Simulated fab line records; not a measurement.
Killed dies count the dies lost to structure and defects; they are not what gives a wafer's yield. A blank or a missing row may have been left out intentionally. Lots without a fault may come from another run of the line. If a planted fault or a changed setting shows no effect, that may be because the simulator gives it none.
Matching of chambers ; flow sky130 ; 4 sister chambers for SKY_LI_CONTACT_ETCH_15 on rie diel-03
The step etches PSG in C4F8/O2/Ar, stops on Si, target depth 600 nm. 20 wafers are shown with their chamber, then 10 later ones without.

WAFERS PAIRED WITH THEIR CHAMBERS
wafer;chamber;chamber pressure mTorr (mTorr);bias w (W);oes product au (a.u.)
L077.1;0;40.00;1192;0.840
L077.4;2;40.04;1197;0.837
L077.5;2;40.01;1201;0.835
L078.1;1;40.01;1201;0.837
L078.2;2;40.03;1202;0.841
L078.4;0;39.99;1196;0.833
L080.2;1;39.99;1201;0.840
L080.3;2;40.02;1194;0.836
L080.5;3;39.98;1204;0.842
L081.3;0;40.04;1202;0.831
L081.4;1;39.98;1201;0.843
L081.5;1;40.02;1199;0.832
L085.1;3;39.95;1198;0.831
L085.2;1;39.94;1197;0.840
L085.6;1;40.03;1201;0.848
L088.1;1;39.98;1202;0.838
L088.3;3;39.95;1197;0.836
L088.6;1;40.01;1205;0.835
L091.2;0;40.04;1199;0.835
L091.4;3;40.00;1205;0.832

SIGNATURES, as means of the wafers listed above
reading;chamber 0;chamber 1;chamber 2;chamber 3;scatter within a chamber
chamber pressure mTorr;40.0175;39.9950;40.0250;39.9700;0.0252
bias w;1197.25;1200.88;1198.50;1201.00;3.38
oes product au;0.83475;0.83913;0.83725;0.83525;0.0044
Rule: for each reading, subtract the chamber's mean from the wafer's reading, divide by that reading's scatter and square the result; add these up over the readings and take the root, which gives the wafer's distance from the chamber. If the next closest chamber is less than 2 further off than the closest, the wafer can't be placed; otherwise it belongs to the closest. How the scatter is found: for the shown wafers, subtract from each reading the mean of its chamber, square and add these, divide the total by (wafers less chambers), then take the root.

WAFERS WITHOUT THEIR CHAMBER
wafer;chamber pressure mTorr (mTorr);bias w (W);oes product au (a.u.)
L091.6;40.03;1199;0.833
L092.2;39.97;1200;0.843
L092.3;40.06;1197;0.838
L092.5;39.96;1195;0.836
L093.4;39.99;1200;0.821
L093.5;40.04;1200;0.830
L093.6;39.95;1196;0.835
L097.1;39.98;1207;0.844
L097.2;39.95;1201;0.837
L097.6;39.98;1206;0.839

WHICH CHAMBER EACH WENT THROUGH
wafer;from the rows above;in truth
L091.6;can't be placed: 0 or 2 or 1 or 3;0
L092.2;can't be placed: 1 or 3 or 2 or 0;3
L092.3;can't be placed: 2 or 0 or 1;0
L092.5;can't be placed: 3 or 1 or 0 or 2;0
L093.4;can't be placed: 3 or 0 or 2 or 1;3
L093.5;can't be placed: 0 or 2 or 1 or 3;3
L093.6;can't be placed: 3 or 1 or 0 or 2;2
L097.1;can't be placed: 1 or 3 or 2 or 0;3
L097.2;can't be placed: 3 or 1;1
L097.6;can't be placed: 1 or 3 or 2 or 0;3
Correct placement for 0 of the 10. Not placeable from these rows: 10 (in 10, the candidates include the true chamber). Number placed wrongly: 0.
